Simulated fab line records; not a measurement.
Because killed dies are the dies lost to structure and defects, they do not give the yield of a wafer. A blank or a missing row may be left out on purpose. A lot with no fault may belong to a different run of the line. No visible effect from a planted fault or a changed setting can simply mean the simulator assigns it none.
Struck lot and sound lot, side by side + flow sky130 + 18 out of 708 route steps
Sound: the wafers L504.1, L504.2, L504.3. Struck: wafer L494.5 (L494.2, L494.4, from the same lot, were not struck and are left out); the cause is given at the end.
At each step with rows: each side's tool, then ch and its chambers, then its first start. Under that, the readings that differ: sound wafers + struck wafers + difference of the means + sigmas: that difference in standard deviations of wafers without a fault.
alike: words and numbers the same on both sides, and readings whose means are apart by under 2 such deviations; not compared: readings that were withheld, readings missing a value for some wafer, numbers with overlapping values and no deviation given by the record, and bounds like >300 which may hide the same value.
A row with sigmas, a row that says differs or no value, or rows on one side alone: a step with any of these is where the two part. Numbers that have no deviation but don't overlap get no sigmas and don't part them. A reading that every wafer of one side lacks parts them only if that side has two wafers or more.

first, 5 steps without rows for these wafers: SKY_VIA4_COAT_06 (resist thk 1140 nm); SKY_VIA4_SOFTBAKE_07 (time 60 s); SKY_VIA4_EXPOSE_08 (exposes mask VIM4, target cd 800 nm); SKY_VIA4_PEB_09; SKY_VIA4_DEVELOP_10 (develop time 60 s).
SKY_VIA4_OVL_MEAS_11:
  struck on overlay-02, day 43 21:35; sound on overlay-01, day 49 03:56
  alike: VIA4_OVL
SKY_VIA4_ETCH_12: etches SiO2 in C4F8/O2/Ar, stops on TiN, target depth 580 nm.
  sound on rie_diel-01 ch 0,1,2, day 49 03:58; struck on rie_diel-03 ch 1, day 43 21:37
| reading               | sound             | struck | difference | sigmas |
|-----------------------|-------------------|--------|------------|--------|
| oes_product_au (a.u.) | 0.931 0.938 0.938 | 0.923  | -0.013     | -3     |
  alike: chamber_pressure_mTorr
SKY_VIA4_STRIP_13: strips in O2/N2.
  sound on plasma_asher-04 ch 0,1, day 49 04:03; struck on plasma_asher-02 ch 1, day 43 21:42
| reading                     | sound          | struck | difference | sigmas |
|-----------------------------|----------------|--------|------------|--------|
| drypump_motor_current_A (A) | 5.74 5.65 5.75 | 5.31   | -0.40      | -2     |
  alike: chamber_pressure_mTorr, oes_product_au, strip_time_to_endpoint_s
  not compared: rf_hours_counter_h
then, 3 steps without rows for these wafers: SKY_VIA4_STRIP_14 (strips in post etch residue remover, time 1200 s); SKY_VIA4_CLEAN_15 (cleans in IPA, time 180 s); SKY_VIA4_CLEAN_16 (cleans in O3/DIW).
SKY_VIA4_SPUTTER_17: material TiN, target thk 20 nm, time 80 s.
  struck on pvd_sputter-01, day 43 22:32; sound on pvd_sputter-02, day 49 04:41
  alike: throttle_valve_pct
SKY_VIA4_CVD_18: deposits W, target thk 505 nm, time 152.14 s.
  sound on cvd_w-02 ch 0,1, day 49 04:44; struck on cvd_w-01 ch 1, day 43 22:35
| reading                            | sound             | struck | difference | sigmas |
|------------------------------------|-------------------|--------|------------|--------|
| chamber_pressure_Torr (Torr)       | 40.02 39.92 39.92 | 31.57  | -8.38      | -96    |
| model.W_of_VIA4_CVD_18.thk_nm (nm) | 498.7 508.9 506.5 | 444.4  | -60.3      |        |
  alike: heater_power_w
SKY_VIA4_RS_MEAS_19: measures by four-point-probe.
  struck on film_metro-02, day 43 22:46; sound on film_metro-02, day 49 04:53
| reading            | sound                | struck | difference | sigmas |
|--------------------|----------------------|--------|------------|--------|
| VIA4_W_RS (ohm/sq) | 0.2297 0.2242 0.2261 | 0.2578 | +0.0311    | +12    |
SKY_VIA4_THK_MEAS_20: measures by xrf.
  struck on film_metro-02, day 43 22:52; sound on film_metro-02, day 49 05:01
| reading         | sound       | struck | difference | sigmas |
|-----------------|-------------|--------|------------|--------|
| VIA4_W_THK (nm) | 518 529 526 | 458    | -66        | -10    |
SKY_VIA4_CMP_21: polishes, stops on SiO2, t overpolish 25 s, target thk 0 nm.
  sound on cmp-01 ch 1,2,3, day 49 05:04; struck on cmp-01 ch 1, day 43 22:58
| reading                | sound       | struck | difference | sigmas |
|------------------------|-------------|--------|------------|--------|
| time_to_endpoint_s (s) | 122 119 122 | 107    | -14        | -3     |
  alike: motor_current_A
SKY_METAL5_SPUTTER_00: material Ti, target thk 15 nm, time 10 s.
  struck on pvd_sputter-04, day 43 23:13; sound on pvd_sputter-02, day 49 05:22
  alike: throttle_valve_pct
-- the record jumps here: 3 days lie between the struck wafers' starts before and after (it left off in module METAL5 and takes up again in module PAD_OPEN, whose first step shown is number 708 of the route) --
SKY_PAD_OPEN_PROBE_99:
  struck on prober-01, day 47 00:39; sound on prober-01, day 51 13:52
| reading            | sound    | struck | difference | sigmas |
|--------------------|----------|--------|------------|--------|
| killed_at_M0_to_M3 | 43 34 46 | 61     | +20        | +3     |
  alike: defect_limited_yield, killed_at_M4_up, killed_at_contacts, killed_at_front_end, killed_at_other, killed_dies, killed_on_rim, killed_open, killed_short, sort_bin_3_pad_short, sort_bin_5_function, sort_bin_6_memory, sort_n_pass, sort_yield_pct

== WHERE THEY PART ==
Earliest at SKY_VIA4_ETCH_12; latest, in this record, at SKY_PAD_OPEN_PROBE_99.

WHY: what had been put in by the simulator
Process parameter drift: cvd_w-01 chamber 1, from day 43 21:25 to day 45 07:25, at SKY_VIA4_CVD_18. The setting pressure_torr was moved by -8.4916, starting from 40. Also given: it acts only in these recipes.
